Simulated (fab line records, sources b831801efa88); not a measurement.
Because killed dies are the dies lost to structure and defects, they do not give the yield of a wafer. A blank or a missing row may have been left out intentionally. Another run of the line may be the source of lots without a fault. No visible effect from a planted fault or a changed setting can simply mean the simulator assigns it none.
Matching of chambers ; flow sky130 ; cmp-01 running SKY_VIA4_CMP_21: 4 sister chambers
The step polishes, stops on SiO2, t overpolish 25 s, target thk 0 nm. 7 wafers are shown with their chamber, then 7 later ones without.

EACH WAFER AND ITS CHAMBER
wafer;chamber;motor-current-A (A);slurry-flow-ml-min
L726.5;2;10.5;150.5
L732.6;0;11.0;150.0
L739.2;3;10.9;150.2
L743.4;0;11.6;150.6
L743.5;1;11.1;149.2
L744.2;1;11.6;149.9
L744.4;3;10.6;150.2

WAFERS WHOSE CHAMBER IS MISSING
wafer;motor-current-A (A);slurry-flow-ml-min
L744.6;11.1;149.6
L746.1;11.2;150.1
L746.4;11.2;149.3
L746.5;11.5;150.0
L747.3;10.8;150.7
L747.4;10.9;149.9
L747.6;10.6;150.2

CHAMBER TAKEN BY EACH
wafer;from the rows above;in truth
L744.6;can't be placed: 1 or 3 or 0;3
L746.1;can't be placed: 0 or 3 or 1 or 2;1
L746.4;can't be placed: 1 or 0 or 3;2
L746.5;can't be placed: 0 or 1 or 3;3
L747.3;can't be placed: 2 or 3 or 0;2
L747.4;can't be placed: 3 or 0 or 1 or 2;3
L747.6;can't be placed: 3 or 2 or 0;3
Placed correctly: 0 of 7. Can't be placed from these rows: 7 (the true chamber is among the candidates in 6). Number placed wrongly: 0.
How it was worked out, from the rows above alone: a wafer's distance from a chamber is the root of the sum, over the readings, of the square of ((its reading less the chamber's mean) divided by the reading's scatter). If the next closest chamber is less than 2 further off than the closest, the wafer can't be placed; otherwise it belongs to the closest. Each chamber's mean is taken over the wafers shown for it. How the scatter is found: for the shown wafers, subtract from each reading the mean of its chamber, square and add these, divide the total by (wafers less chambers), then take the root.
